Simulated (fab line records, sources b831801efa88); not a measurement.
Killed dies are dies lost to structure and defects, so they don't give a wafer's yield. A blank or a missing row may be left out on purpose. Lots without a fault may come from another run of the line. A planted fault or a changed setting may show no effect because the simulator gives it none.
One fault seen from 2 desks | flow gf180mcu | each desk has only its own numbers; what lay behind them comes last

THE METROLOGY DESK
What the gauges read, lot by lot, whatever tool the lot ran on: means of the sampled wafers that have a number. A lot is out of limits, marked OUT, if its mean lies more than 4 standard deviations from the usual mean; the brackets give that distance.
Columns: A = M2_ALCU_RS at GF_M2_RS_MEAS_05, usual 0.0699 ohm/sq
lot  | first seen here | A
L671 | day 18 03:37    | 0.0706
L672 | day 18 10:58    | 0.0695
L673 | day 18 23:46    | 0.0694
L675 | day 19 19:12    | 0.0696
L676 | day 20 05:40    | 0.0692
L679 | day 21 10:44    | 0.0699
L681 | day 22 01:41    | 0.0694
L682 | day 22 11:16    | 0.0696
L691 | day 25 08:47    | 0.0699
L692 | day 25 14:13    | 0.0696
L694 | day 26 01:37    | 0.0696
L693 | day 26 05:19    | 0.0696
This desk's finding: nothing out of limits on any of the 12 lots.

THE TOOL OWNER'S DESK: cmp-01
The tool's own readings at GF_V2_CMP_26 (polishes, stops on SiO2, t overpolish 15 s, target thk 0 nm): means of the sampled wafers that have a number, for each lot that ran on this tool. A lot is out of limits, marked OUT, if its mean lies more than 4 standard deviations from the usual mean; the brackets give that distance.
Columns: A = motor_current_A at GF_V2_CMP_26, usual 10.9 A; B = overpolish_run_s at GF_V2_CMP_26, usual 15.001 s; C = platen_rpm at GF_V2_CMP_26, usual 59.99 rpm; D = time_to_endpoint_s at GF_V2_CMP_26, usual 87 s
lot  | first seen here | A    | B      | C                       | D
L672 | day 20 15:02    | 11.9 | 14.992 | 60.02                   | 87
L679 | day 23 10:56    | 12.0 | 15.007 | 60.02                   | 91
L681 | day 24 01:17    | 11.8 | 15.006 | 54.00 (-99 or more) OUT | 97
L682 | day 24 10:53    | 10.7 | 15.005 | 54.03 (-99 or more) OUT | 96
L691 | day 27 05:35    | 9.9  | 15.000 | 60.00                   | 90
L692 | day 27 09:53    | 9.7  | 15.002 | 59.95                   | 92
L693 | day 28 00:02    | 11.8 | 14.991 | 59.97                   | 94
This desk's finding: out of limits on L681, L682; first on L681, day 24 01:17 (platen_rpm at GF_V2_CMP_26). In limits: L672, L679, L691, L692, L693.

PUT TOGETHER
The tool owner's desk could have raised an alarm at day 24 01:17, on L681, L682.
The metrology desk saw nothing out of limits.
The metrology desk has L681, L682 on record, within its limits.
Of the lots named, all ran GF_V2_CMP_26 on cmp-01.

WHAT THE SIMULATOR HAD PUT IN
Process parameter drift: cmp-01, from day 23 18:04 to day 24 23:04, at GF_V2_CMP_26. Setting platen_rpm, moved by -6, from 60. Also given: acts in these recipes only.
Lots struck among those shown: L681, L682.
Hours from the fault's start to each desk's first reading out of limits: the tool owner's desk, 7.
